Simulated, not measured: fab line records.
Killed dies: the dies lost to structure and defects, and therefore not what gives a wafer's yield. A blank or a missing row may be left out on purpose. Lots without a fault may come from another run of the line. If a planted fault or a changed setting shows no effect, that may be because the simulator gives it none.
fab line records	flow sky130
[record] lots = 24	wafers = 72	lastDay = 50
route steps=708 shown VT_ADJUST_HVTP@93 VIA1@480 VIA2@529 CAPM@538 PAD_OPEN@707
lots that met no fault: from a run of the same line without faults
startH: the number of hours between the record's first day and the start of the first shown wafer of the lot	waitH: hours from the lot's prior step to this one	" unchanged from the row above	L1.1+2: a row that stands for several wafers	- no value, or no start was given	* or withheld: withheld	< > ~ a bound
route shown NAME@n: NAME is a module with steps in the file, n the number in the route of the first one	usual: average and standard deviation across the fault-free wafers	same: alike in all rows	chamber/n: place in a boat	sites: readings site by site	_std_site: the values' standard deviation	_edge_site: inner sites' mean taken away from outer sites' mean	radiusMm: for every site, how far away it sits from the centre of the wafer	mask NAME#n: copy n	behind: the most recent tool/chamber to have shaped the wafer	hold: why the lot went on hold/how many hours it stayed there/how the hold came to an end	device: transistor that didn't switch, given as n, p or np	end of line: the route-end tests of the same wafers	step lacking rows: just its recipe	killed: the dies lost at the first sort to structure and to defects; this is not the yield of the wafer	map: a wafer's dies, x killed, . not, _ none there
set.NAME: the setting that was run; set.NAME@STEP: the one run at that earlier step	model.NAME: the simulator's own value behind a step, which no gauge read
one table for each step of the route and one row for each wafer, over a sample of lots
services: when a tool's chamber went out of use (startH, in hours from the record's first day, below 0 if earlier), for how many hours, and the reason
[[steps]]
[step SKY_VT_ADJUST_HVTP_OVL_MEAS_08]
[usual] VT_ADJUST_HVTP_OVL = -1.1/1.6
lot.wafer	tool	chamber	startH	waitH	VT_ADJUST_HVTP_OVL[nm]
L074.2	overlay-02	-	122.85	0.1	-1.7
L074.3	"	-	"	"	-2.4
L074.4	"	-	"	"	-0.2
L075.3	overlay-01	-	126.55	0.1	-1.8
L075.4	"	-	"	"	-1.6
L075.5	"	-	"	"	-1.3
L076.1	overlay-01	-	133.27	0.1	-3.2
L076.2	"	-	"	"	-0.4
L076.6	"	-	"	"	-1.9
L077.1	overlay-02	-	136.77	0.1	0.4
L077.5	"	-	"	"	-0.1
L077.6	"	-	"	"	-1.6
L078.1	overlay-01	-	141.72	0.1	0.0
L078.2	"	-	"	"	0.1
L078.3	"	-	"	"	-0.4
L079.2	overlay-02	-	172.23	0.1	-0.7
L079.5	"	-	"	"	-0.5
L079.6	"	-	"	"	-2.4
L082.2	overlay-01	-	175.10	0.1	-0.7
L082.5	"	-	"	"	-2.1
L082.6	"	-	"	"	-2.2
L081.1	overlay-02	-	175.40	0.1	2.2
L081.3	"	-	"	"	0.9
L081.4	"	-	"	"	1.0
L080.1	overlay-02	-	175.69	0.1	-3.5
L080.3	"	-	"	"	-2.2
L080.4	"	-	"	"	-1.4
L084.1	overlay-01	-	183.02	0.1	-1.5
L084.3	"	-	"	"	-1.8
L084.6	"	-	"	"	0.0
L083.1	overlay-01	-	183.53	0.1	0.3
L083.3	"	-	"	"	1.6
L083.6	"	-	"	"	0.8
L085.4	overlay-02	-	195.51	0.1	-0.8
L085.5	"	-	"	"	-2.2
L085.6	"	-	"	"	-1.0
L086.1	overlay-02	-	195.73	0.1	-0.3
L086.2	"	-	"	"	0.8
L086.6	"	-	"	"	0.8
L087.2	overlay-01	-	200.39	0.1	-3.8
L087.4	"	-	"	"	-3.3
L087.5	"	-	"	"	-2.9
L088.1	overlay-02	-	218.57	0.1	-1.8
L088.4	"	-	"	"	-1.4
L088.5	"	-	"	"	-2.0
L089.2	overlay-02	-	230.89	0.1	-0.6
L089.5	"	-	"	"	0.0
L089.6	"	-	"	"	0.3
L092.3	overlay-01	-	243.83	0.1	-1.4
L092.4	"	-	"	"	-0.7
L092.5	"	-	"	"	-0.6
L090.1	overlay-01	-	244.58	0.1	-3.6
L090.5	"	-	"	"	-0.5
L090.6	"	-	"	"	-3.6
L091.1	overlay-01	-	244.88	0.1	-4.1
L091.3	"	-	"	"	-2.9
L091.5	"	-	"	"	-4.7
L093.2	overlay-02	-	257.25	0.1	2.4
L093.3	"	-	"	"	-0.3
L093.4	"	-	"	"	0.7
L094.1	overlay-01	-	264.17	0.1	-2.2
L094.4	"	-	"	"	-1.8
L094.5	"	-	"	"	-1.5
L095.3	overlay-01	-	267.08	0.1	-0.1
L095.4	"	-	"	"	-0.6
L095.5	"	-	"	"	1.0
L096.1	overlay-01	-	267.78	0.1	-3.7
L096.3	"	-	"	"	-0.2
L096.5	"	-	"	"	-3.1
L097.1	overlay-02	-	271.83	0.1	-0.9
L097.2	"	-	"	"	-0.7
L097.3	"	-	"	"	-2.0
[step SKY_VIA1_RS_MEAS_22]
[recipe] thkMeasGauge = four-point-probe	reads = W_of_VIA1_CVD_21+TiN_of_VIA1_SPUTTER_20
[usual] VIA1_W_RS = 0.428/0.0048
lot.wafer	tool	chamber	startH	waitH	VIA1_W_RS[ohm/sq]
L074.2	filmMetro-02	-	783.65	0.1	0.428
L074.3	"	-	"	"	0.427
L074.4	"	-	"	"	0.432
L075.3	filmMetro-02	-	795.54	0.1	0.433
L075.4	"	-	"	"	0.433
L075.5	"	-	"	"	0.432
L076.1	filmMetro-03	-	801.54	0.1	0.436
L076.2	"	-	"	"	0.434
L076.6	"	-	"	"	0.430
L077.1	filmMetro-02	-	808.02	0.1	0.426
L077.5	"	-	"	"	0.430
L077.6	"	-	"	"	0.434
L078.1	filmMetro-02	-	814.37	0.1	0.426
L078.2	"	-	"	"	0.431
L078.3	"	-	"	"	0.433
L079.2	filmMetro-03	-	858.17	0.1	0.422
L079.5	"	-	"	"	0.431
L079.6	"	-	"	"	0.424
L080.1	filmMetro-03	-	858.81	0.1	0.426
L080.3	"	-	"	"	0.427
L080.4	"	-	"	"	0.423
L081.1	filmMetro-02	-	859.92	0.1	0.422
L081.3	"	-	"	"	0.430
L081.4	"	-	"	"	0.427
L082.2	filmMetro-02	-	862.32	0.1	0.430
L082.5	"	-	"	"	0.433
L082.6	"	-	"	"	0.432
L084.1	filmMetro-03	-	864.46	0.1	0.427
L084.3	"	-	"	"	0.432
L084.6	"	-	"	"	0.435
L083.1	filmMetro-02	-	869.66	0.1	0.429
L083.3	"	-	"	"	0.427
L083.6	"	-	"	"	0.425
L086.1	filmMetro-02	-	881.61	0.1	0.435
L086.2	"	-	"	"	0.434
L086.6	"	-	"	"	0.434
L085.4	filmMetro-02	-	888.32	0.1	0.434
L085.5	"	-	"	"	0.428
L085.6	"	-	"	"	0.430
L087.2	filmMetro-02	-	890.31	0.1	0.428
L087.4	"	-	"	"	0.421
L087.5	"	-	"	"	0.427
L088.1	filmMetro-02	-	906.74	0.1	0.418
L088.4	"	-	"	"	0.421
L088.5	"	-	"	"	0.420
L089.2	filmMetro-03	-	928.62	0.1	0.419
L089.5	"	-	"	"	0.429
L089.6	"	-	"	"	0.421
L092.3	filmMetro-04	-	940.12	0.1	0.420
L092.4	"	-	"	"	0.419
L092.5	"	-	"	"	0.422
L091.1	filmMetro-04	-	940.74	0.1	0.428
L091.3	"	-	"	"	0.427
L091.5	"	-	"	"	0.428
L090.1	filmMetro-02	-	941.10	0.1	0.431
L090.5	"	-	"	"	0.423
L090.6	"	-	"	"	0.432
L093.2	filmMetro-04	-	952.37	0.1	0.425
L093.3	"	-	"	"	0.429
L093.4	"	-	"	"	0.427
L094.1	filmMetro-03	-	955.68	0.1	0.424
L094.4	"	-	"	"	0.433
L094.5	"	-	"	"	0.428
L095.3	filmMetro-04	-	964.57	0.1	0.439
L095.4	"	-	"	"	0.430
L095.5	"	-	"	"	0.428
L096.1	filmMetro-02	-	965.01	0.1	0.421
L096.3	"	-	"	"	0.425
L096.5	"	-	"	"	0.425
L097.1	filmMetro-03	-	984.20	0.1	0.424
L097.2	"	-	"	"	0.423
L097.3	"	-	"	"	0.426
[step SKY_VIA2_RS_MEAS_22]
[recipe] thkMeasGauge = four-point-probe	reads = W_of_VIA2_CVD_21+TiN_of_VIA2_SPUTTER_20
[usual] VIA2_W_RS = 0.273/0.0033
lot.wafer	tool	chamber	startH	waitH	VIA2_W_RS[ohm/sq]
L074.2	filmMetro-01	-	839.78	0.1	0.267
L074.3	"	-	"	"	0.272
L074.4	"	-	"	"	0.267
L075.3	filmMetro-03	-	849.85	0.1	0.271
L075.4	"	-	"	"	0.273
L075.5	"	-	"	"	0.270
L076.1	filmMetro-04	-	856.05	0.1	0.269
L076.2	"	-	"	"	0.275
L076.6	"	-	"	"	0.272
L077.1	filmMetro-04	-	863.00	0.1	0.274
L077.5	"	-	"	"	0.274
L077.6	"	-	"	"	0.272
L078.1	filmMetro-01	-	870.07	0.1	0.273
L078.2	"	-	"	"	0.271
L078.3	"	-	"	"	0.274
L079.2	filmMetro-03	-	912.41	0.1	0.270
L079.5	"	-	"	"	0.271
L079.6	"	-	"	"	0.271
L080.1	filmMetro-04	-	913.25	0.1	0.275
L080.3	"	-	"	"	0.271
L080.4	"	-	"	"	0.277
L081.1	filmMetro-01	-	913.77	0.1	0.273
L081.3	"	-	"	"	0.275
L081.4	"	-	"	"	0.272
L082.2	filmMetro-03	-	916.45	0.1	0.273
L082.5	"	-	"	"	0.279
L082.6	"	-	"	"	0.274
L084.1	filmMetro-01	-	918.25	0.1	0.272
L084.3	"	-	"	"	0.270
L084.6	"	-	"	"	0.275
L083.1	filmMetro-01	-	923.39	0.1	0.272
L083.3	"	-	"	"	0.273
L083.6	"	-	"	"	0.275
L086.1	filmMetro-03	-	935.16	0.1	0.273
L086.2	"	-	"	"	0.270
L086.6	"	-	"	"	0.271
L085.4	filmMetro-03	-	941.71	0.1	0.277
L085.5	"	-	"	"	0.275
L085.6	"	-	"	"	0.273
L087.2	filmMetro-03	-	942.36	0.1	0.274
L087.4	"	-	"	"	0.273
L087.5	"	-	"	"	0.278
L088.1	filmMetro-03	-	960.06	0.1	0.273
L088.4	"	-	"	"	0.271
L088.5	"	-	"	"	0.274
L089.2	filmMetro-04	-	978.64	0.1	0.276
L089.5	"	-	"	"	0.273
L089.6	"	-	"	"	0.273
L092.3	filmMetro-03	-	990.98	0.1	0.268
L092.4	"	-	"	"	0.272
L092.5	"	-	"	"	0.272
L091.1	filmMetro-03	-	991.70	0.1	0.267
L091.3	"	-	"	"	0.272
L091.5	"	-	"	"	0.266
L090.1	filmMetro-01	-	992.32	0.1	0.271
L090.5	"	-	"	"	0.270
L090.6	"	-	"	"	0.272
L093.2	filmMetro-03	-	1000.23	0.1	0.274
L093.3	"	-	"	"	0.273
L093.4	"	-	"	"	0.278
L094.1	filmMetro-04	-	1004.61	0.1	0.274
L094.4	"	-	"	"	0.274
L094.5	"	-	"	"	0.273
L095.3	filmMetro-03	-	1015.49	0.1	0.281
L095.4	"	-	"	"	0.279
L095.5	"	-	"	"	0.288
L096.1	filmMetro-01	-	1015.77	0.1	0.272
L096.3	"	-	"	"	0.272
L096.5	"	-	"	"	0.270
L097.1	filmMetro-04	-	1032.81	0.1	0.273
L097.2	"	-	"	"	0.279
L097.3	"	-	"	"	0.274
[step SKY_CAPM_THK_MEAS_01]
[recipe] reads = SiO2_of_CAPM_CVD_00
[usual] CAPM_CVD_00_THK = 15.50/0.21
lot.wafer	tool	chamber	startH	waitH	CAPM_CVD_00_THK[nm]
L074.2	filmMetro-01	-	840.43	-	15.24
L074.3	"	-	"	"	15.35
L074.4	"	-	"	"	15.66
L075.3	filmMetro-02	-	850.49	-	15.69
L075.4	"	-	"	"	15.99
L075.5	"	-	"	"	15.60
L076.1	filmMetro-01	-	856.71	-	15.44
L076.2	"	-	"	"	15.49
L076.6	"	-	"	"	15.65
L077.1	filmMetro-01	-	863.66	-	15.31
L077.5	"	-	"	"	15.44
L077.6	"	-	"	"	15.38
L078.1	filmMetro-02	-	870.72	-	15.66
L078.2	"	-	"	"	15.60
L078.3	"	-	"	"	15.37
L079.2	filmMetro-03	-	913.22	-	15.19
L079.5	"	-	"	"	15.71
L079.6	"	-	"	"	15.54
L080.1	filmMetro-03	-	913.91	-	15.65
L080.3	"	-	"	"	15.30
L080.4	"	-	"	"	15.76
L081.1	filmMetro-01	-	914.42	-	15.56
L081.3	"	-	"	"	15.48
L081.4	"	-	"	"	15.63
L082.2	filmMetro-01	-	917.10	-	15.20
L082.5	"	-	"	"	15.58
L082.6	"	-	"	"	15.64
L084.1	filmMetro-03	-	918.91	-	15.54
L084.3	"	-	"	"	15.48
L084.6	"	-	"	"	15.49
L083.1	filmMetro-02	-	924.04	-	15.87
L083.3	"	-	"	"	15.62
L083.6	"	-	"	"	15.80
L086.1	filmMetro-03	-	935.82	-	15.41
L086.2	"	-	"	"	15.49
L086.6	"	-	"	"	15.84
L085.4	filmMetro-02	-	942.33	-	15.55
L085.5	"	-	"	"	15.67
L085.6	"	-	"	"	15.51
L087.2	filmMetro-03	-	943.00	-	15.64
L087.4	"	-	"	"	15.93
L087.5	"	-	"	"	16.00
L088.1	filmMetro-01	-	960.73	-	15.04
L088.4	"	-	"	"	15.33
L088.5	"	-	"	"	15.52
L089.2	filmMetro-02	-	979.28	-	15.41
L089.5	"	-	"	"	15.65
L089.6	"	-	"	"	15.77
L092.3	filmMetro-03	-	993.89	-	15.37
L092.4	"	-	"	"	15.65
L092.5	"	-	"	"	15.54
L091.1	filmMetro-01	-	994.47	-	15.15
L091.3	"	-	"	"	15.13
L091.5	"	-	"	"	15.43
L090.1	filmMetro-01	-	995.05	-	15.53
L090.5	"	-	"	"	15.80
L090.6	"	-	"	"	15.76
L093.2	filmMetro-01	-	1000.88	-	15.25
L093.3	"	-	"	"	15.37
L093.4	"	-	"	"	15.47
L094.1	filmMetro-02	-	1005.28	-	14.99
L094.4	"	-	"	"	15.42
L094.5	"	-	"	"	15.37
L095.3	filmMetro-03	-	1016.13	-	15.60
L095.4	"	-	"	"	15.88
L095.5	"	-	"	"	15.72
L096.1	filmMetro-02	-	1016.43	-	15.60
L096.3	"	-	"	"	15.27
L096.5	"	-	"	"	15.51
L097.1	filmMetro-02	-	1033.46	-	15.19
L097.2	"	-	"	"	15.30
L097.3	"	-	"	"	15.40
[step SKY_CAPM_SPUTTER_02]
[recipe] material = TiN	targetThkNm = 200	tempC = 300	powerW = 6500	timeS = 166.7	chamberPressurePa = 0.4
[usual] chamberPressurePa = 0.4000/0.00077	throttleValvePct = 29.6/0.69
lot.wafer	tool	chamber	startH	waitH	chamberPressurePa	throttleValvePct
L074.2	pvdSputter-02	-	840.48	0.0	0.3990	30.0
L074.3	"	-	"	"	0.4004	29.1
L074.4	"	-	"	"	0.4016	29.4
L075.3	pvdSputter-01	-	850.53	0.0	0.4002	29.4
L075.4	"	-	"	"	0.3993	30.5
L075.5	"	-	"	"	0.3999	30.7
L076.1	pvdSputter-02	-	856.77	0.1	0.4010	30.2
L076.2	"	-	"	"	0.3987	29.4
L076.6	"	-	"	"	0.3988	30.2
L077.1	pvdSputter-02	-	863.72	0.1	0.4006	30.2
L077.5	"	-	"	"	0.4008	29.5
L077.6	"	-	"	"	0.4004	29.4
L078.1	pvdSputter-01	-	870.78	0.1	0.4000	29.4
L078.2	"	-	"	"	0.3990	29.7
L078.3	"	-	"	"	0.4002	30.9
L079.2	pvdSputter-01	-	913.27	0.0	0.4001	30.7
L079.5	"	-	"	"	0.4014	29.3
L079.6	"	-	"	"	0.4003	30.3
L080.1	pvdSputter-02	-	913.97	0.1	0.3997	29.5
L080.3	"	-	"	"	0.3997	29.3
L080.4	"	-	"	"	0.4013	30.1
L081.1	pvdSputter-03	-	914.48	0.1	0.3996	29.7
L081.3	"	-	"	"	0.3992	31.9
L081.4	"	-	"	"	0.4006	30.0
L082.2	pvdSputter-01	-	917.15	0.0	0.4002	30.9
L082.5	"	-	"	"	0.3997	30.7
L082.6	"	-	"	"	0.3999	29.5
L084.1	pvdSputter-02	-	918.97	0.1	0.3992	29.3
L084.3	"	-	"	"	0.3992	29.3
L084.6	"	-	"	"	0.3993	29.4
L083.1	pvdSputter-02	-	924.10	0.1	0.4012	30.1
L083.3	"	-	"	"	0.3984	29.6
L083.6	"	-	"	"	0.3986	29.5
L086.1	pvdSputter-01	-	935.88	0.1	0.4009	29.4
L086.2	"	-	"	"	0.4007	30.7
L086.6	"	-	"	"	0.4012	29.6
L085.4	pvdSputter-01	-	942.36	0.0	0.4017	29.2
L085.5	"	-	"	"	0.4000	30.5
L085.6	"	-	"	"	0.4000	29.4
L087.2	pvdSputter-02	-	943.05	0.0	0.4009	29.1
L087.4	"	-	"	"	0.3991	29.1
L087.5	"	-	"	"	0.4003	30.2
L088.1	pvdSputter-02	-	960.79	0.1	0.4001	29.2
L088.4	"	-	"	"	0.3995	29.4
L088.5	"	-	"	"	0.4008	29.0
L089.2	pvdSputter-01	-	979.33	0.0	0.4005	30.6
L089.5	"	-	"	"	0.4002	30.9
L089.6	"	-	"	"	0.4009	29.1
L092.3	pvdSputter-02	-	993.93	0.0	0.3999	29.2
L092.4	"	-	"	"	0.3999	28.9
L092.5	"	-	"	"	0.3999	29.2
L091.1	pvdSputter-01	-	994.53	0.1	0.4003	29.2
L091.3	"	-	"	"	0.4006	30.8
L091.5	"	-	"	"	0.4007	30.4
L090.1	pvdSputter-02	-	995.11	0.1	0.4000	29.2
L090.5	"	-	"	"	0.3993	30.2
L090.6	"	-	"	"	0.3999	29.4
L093.2	pvdSputter-03	-	1000.93	0.0	0.4001	29.5
L093.3	"	-	"	"	0.4011	30.1
L093.4	"	-	"	"	0.4006	28.1
L094.1	pvdSputter-02	-	1005.34	0.1	0.3998	29.3
L094.4	"	-	"	"	0.3990	30.4
L094.5	"	-	"	"	0.3998	29.3
L095.3	pvdSputter-03	-	1016.17	0.0	0.4007	29.3
L095.4	"	-	"	"	0.3994	30.1
L095.5	"	-	"	"	0.4012	30.1
L096.1	pvdSputter-02	-	1016.49	0.1	0.4013	30.1
L096.3	"	-	"	"	0.4004	29.2
L096.5	"	-	"	"	0.4008	29.5
L097.1	pvdSputter-02	-	1033.52	0.1	0.3993	30.2
L097.2	"	-	"	"	0.4001	29.3
L097.3	"	-	"	"	0.3986	29.2
[step SKY_PAD_OPEN_BOW_MEAS_13]
[recipe] mode = bow
[usual] PAD_OPEN_BOW = 48/8.2
lot.wafer	tool	chamber	startH	waitH	PAD_OPEN_BOW[um]
L074.2	filmMetro-01	-	1066.01	-	41
L074.3	"	-	"	"	35
L074.4	"	-	"	"	39
L075.3	filmMetro-01	-	1069.80	-	32
L075.4	"	-	"	"	52
L075.5	"	-	"	"	43
L076.1	filmMetro-02	-	1081.05	-	56
L076.2	"	-	"	"	51
L076.6	"	-	"	"	49
L077.1	filmMetro-02	-	1087.44	-	54
L077.5	"	-	"	"	50
L077.6	"	-	"	"	55
L078.1	filmMetro-01	-	1089.29	-	53
L078.2	"	-	"	"	44
L078.3	"	-	"	"	43
L079.2	filmMetro-01	-	1125.67	-	40
L079.5	"	-	"	"	59
L079.6	"	-	"	"	61
L081.1	filmMetro-02	-	1127.61	-	42
L081.3	"	-	"	"	51
L081.4	"	-	"	"	59
L080.1	filmMetro-04	-	1128.99	-	44
L080.3	"	-	"	"	33
L080.4	"	-	"	"	36
L082.2	filmMetro-02	-	1130.10	-	56
L082.5	"	-	"	"	45
L082.6	"	-	"	"	58
L084.1	filmMetro-01	-	1130.49	-	43
L084.3	"	-	"	"	57
L084.6	"	-	"	"	54
L083.1	filmMetro-02	-	1131.96	-	47
L083.3	"	-	"	"	62
L083.6	"	-	"	"	56
L086.1	filmMetro-01	-	1142.11	-	56
L086.2	"	-	"	"	67
L086.6	"	-	"	"	62
L085.4	filmMetro-04	-	1149.07	-	47
L085.5	"	-	"	"	40
L085.6	"	-	"	"	42
L087.2	filmMetro-04	-	1150.53	-	46
L087.4	"	-	"	"	42
L087.5	"	-	"	"	49
L088.1	filmMetro-02	-	1162.03	-	46
L088.4	"	-	"	"	45
L088.5	"	-	"	"	50
L089.2	filmMetro-04	-	1172.07	-	41
L089.5	"	-	"	"	38
L089.6	"	-	"	"	48
L092.3	filmMetro-04	-	1185.16	-	46
L092.4	"	-	"	"	40
L092.5	"	-	"	"	37
L091.1	filmMetro-01	-	1186.60	-	37
L091.3	"	-	"	"	50
L091.5	"	-	"	"	41
L090.1	filmMetro-04	-	1187.25	-	60
L090.5	"	-	"	"	50
L090.6	"	-	"	"	64
L093.2	filmMetro-04	-	1191.23	-	48
L093.3	"	-	"	"	44
L093.4	"	-	"	"	48
L094.1	filmMetro-04	-	1192.30	-	45
L094.4	"	-	"	"	46
L094.5	"	-	"	"	32
L095.3	filmMetro-04	-	1201.25	-	51
L095.4	"	-	"	"	52
L095.5	"	-	"	"	52
L096.1	filmMetro-02	-	1203.05	-	44
L096.3	"	-	"	"	36
L096.5	"	-	"	"	45
L097.1	filmMetro-01	-	1210.67	-	50
L097.2	"	-	"	"	37
L097.3	"	-	"	"	41
[[services]]
tool	chamber	startH	hours	kind
pvdSputter-02	3	832.59	-	consumableReplace:kit
pvdSputter-02	3	832.59	18.0	scheduledDown
pvdSputter-02	3	832.59	18.0	ventCycle
pvdSputter-01	-	837.86	1.5	repair
pvdSputter-02	-	850.07	1.9	repair
pvdSputter-01	0	905.31	-	consumableReplace:kit
pvdSputter-01	0	905.31	18.0	scheduledDown
pvdSputter-01	0	905.31	18.0	ventCycle
pvdSputter-03	0	950.78	-	consumableReplace:kit
pvdSputter-03	0	950.78	18.0	scheduledDown
pvdSputter-03	0	950.78	18.0	ventCycle
pvdSputter-02	-	952.47	1.6	repair
pvdSputter-03	-	969.74	1.6	repair
pvdSputter-01	-	1020.04	27.1	repair
pvdSputter-03	-	1025.82	4.5	repair
[[key]]
fault none
